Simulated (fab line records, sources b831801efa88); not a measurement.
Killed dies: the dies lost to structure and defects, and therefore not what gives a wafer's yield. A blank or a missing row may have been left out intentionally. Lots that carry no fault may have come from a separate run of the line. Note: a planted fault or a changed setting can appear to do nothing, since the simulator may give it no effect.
Which tool did it?	flow sky130	6 lots with 18 wafers sampled at 3 steps, on a route of 708 steps

WHAT THE GAUGES READ, wafer by wafer
SKY_SD_N_TW_MEAS_12.
lot	measured	on	SD_N_TW
L919	day 28 13:44	filmMetro-04	3965 3951 3960
L921	day 29 03:38	filmMetro-03	30 30 30
L933	day 33 07:40	filmMetro-03	3983 3952 3964
L934	day 34 03:13	filmMetro-02	3957 3989 3977
L937	day 35 06:53	filmMetro-02	3936 3965 3948
L938	day 35 10:24	filmMetro-04	3947 3981 3951

WHAT TOOL EACH LOT RAN ON (gives the tool, then ch and the chambers of the sampled wafers, and finally the start)
lot	SKY_RES_XHIGH_STRIP_08	SKY_SD_N_STRIP_11
L919	plasmaAsher-01 ch 0, day 27 09:12	plasmaAsher-03 ch 0,1, day 28 13:37
L921	plasmaAsher-03 ch 0,1, day 27 23:16	plasmaAsher-01 ch 0,1, day 29 03:32
L933	plasmaAsher-04 ch 0,1, day 32 04:39	plasmaAsher-02 ch 0,1, day 33 07:34
L934	plasmaAsher-03 ch 0,1, day 32 23:51	plasmaAsher-02 ch 0,1, day 34 03:07
L937	plasmaAsher-01 ch 0,1, day 34 04:06	plasmaAsher-01 ch 0,1, day 35 06:46
L938	plasmaAsher-04 ch 0,1, day 34 07:54	plasmaAsher-01 ch 0,1, day 35 10:19
- SKY_RES_XHIGH_STRIP_08: strips in O2/N2.
- SKY_SD_N_STRIP_11: strips in O2/N2.

THE ANSWER, worked out from the rows above alone
Rule: the usual values come from the lots themselves. Put in order of their means at a reading, lots are off if they are a third of the lots or fewer, leave a main group of 4 or more, and stand apart from it by a gap of 3 or more times the standard deviation of the main group's means; of several such gaps the widest counts. The tables above print the reading to a certain number of digits; a main group whose means all agree to those digits is not used. Also off: a lot with no number at a reading for which 4 or more lots have one. Where the step has rows for the other lots, those lots are counted as sound.
Off: at SKY_SD_N_TW_MEAS_12 (SD_N_TW), L921. The main group has a mean of 3962 with a standard deviation of 8.2.
If a tool, at a process step before that reading, ran all the lots that are off and no sound lot after the first of them, it fits. The gauges at SKY_SD_N_TW_MEAS_12 are tried like those tools. No candidate that was tried fits.

WHAT WAS PUT IN BY THE SIMULATOR
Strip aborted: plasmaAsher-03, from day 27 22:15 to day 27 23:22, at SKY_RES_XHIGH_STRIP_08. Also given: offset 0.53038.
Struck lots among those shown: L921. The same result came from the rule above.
